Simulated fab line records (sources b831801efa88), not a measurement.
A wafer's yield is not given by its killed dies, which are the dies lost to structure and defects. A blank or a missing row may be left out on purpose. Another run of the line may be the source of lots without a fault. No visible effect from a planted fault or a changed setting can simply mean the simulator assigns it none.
A single fault, viewed from 2 desks	flow gf180mcu	only its own numbers are on each desk; what lay behind them is given at the end

== AT THE TOOL OWNER'S DESK: implanter-04 ==
The tool's own readings at GF_MVSD_IMPLANT_08, given as means over the sampled wafers that have a number, one for each lot that went through this tool. Marked OUT: a lot whose mean sits more than 4 standard deviations from the usual mean, which makes it out of limits; the brackets give that distance.
Columns: A = dose ions cm2 at GF_MVSD_IMPLANT_08, usual 1.5999e+13; B = end station pressure torr at GF_MVSD_IMPLANT_08, usual 5.02e-06 Torr; C = faraday current uA at GF_MVSD_IMPLANT_08, usual 90.5
lot	first seen here	A	B	C
L779	day 5 02:19	1.6000e+13	4.95e-06	90.5
L781	day 5 08:13	1.6005e+13	5.17e-06	92.4
L785	day 6 09:17	1.5990e+13	5.19e-06	89.3
L793	day 8 06:50	1.6003e+13	4.91e-06	90.4
L795	day 8 16:11	1.3253e+13 (-99 or more) OUT	4.94e-06	74.5 (-8.4) OUT
L798	day 9 08:47	1.3227e+13 (-99 or more) OUT	4.94e-06	72.7 (-9.4) OUT
This desk's verdict: out of limits on L795, L798, starting with L795 at day 8 16:11 (dose ions cm2 at GF_MVSD_IMPLANT_08). Within limits: L779, L781, L785, L793.

== METROLOGY DESK ==
What the gauges read for every lot (on any tool): the sampled wafers with a number, averaged. Marked OUT: a lot whose mean sits more than 4 standard deviations from the usual mean, which makes it out of limits; the brackets give that distance.
Columns: A = STI_OXIDATION_01_THK at GF_STI_THK_MEAS_22, usual 15.09 nm; B = MVSD_TW at GF_MVSD_TW_MEAS_11, usual 1586; C = MVSD_RS at GF_VT_IMPLANT_RS_MEAS_46, usual 456.9 ohm/sq; D = V1_W_THK at GF_V1_THK_MEAS_25, usual 356 nm
lot	first seen here	A	B	C	D
L780	day 2 19:29	15.30	1569	456.9	354
L779	day 2 19:29	15.22	1593	458.0	349
L781	day 3 00:25	15.05	1562	457.3	353
L782	day 3 09:51	15.37	1568	456.1	350
L784	day 3 16:41	15.17	1593	459.5	354
L785	day 3 21:23	14.97	1596	457.8	360
L787	day 4 08:01	15.04	1589	456.3	362
L792	day 5 08:07	14.84	1604	456.3	346
L793	day 5 13:53	15.01	1575	456.9	354
L795	day 6 00:35	14.56	1494 (-6.6) OUT	501.8 (+41) OUT	352
L798	day 6 15:08	15.04	1483 (-7.3) OUT	503.9 (+43) OUT	365
L800	day 7 04:56	15.62	1578	456.4	352
This desk's result: L795, L798 out of limits, first on L795 (MVSD_TW at GF_MVSD_TW_MEAS_11), day 8 16:35. Within limits: L780, L779, L781, L782, L784, L785, L787, L792, L793, L800.

== PUT TOGETHER ==
The tool owner's desk had the chance to raise an alarm at day 8 16:11 on L795, L798.
On L795, L798, the metrology desk was in a position to raise an alarm at day 8 16:35.
On implanter-04, each named lot ran GF_MVSD_IMPLANT_08.

== WHAT WAS PUT IN BY THE SIMULATOR ==
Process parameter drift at GF_MVSD_IMPLANT_08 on implanter-04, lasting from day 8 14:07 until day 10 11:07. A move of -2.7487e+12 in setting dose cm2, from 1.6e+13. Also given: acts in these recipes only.
Struck lots among those shown: L795, L798.
Counting hours from when the fault started, the first reading out of limits came at 2 for the tool owner's desk and at 2 for the metrology desk.
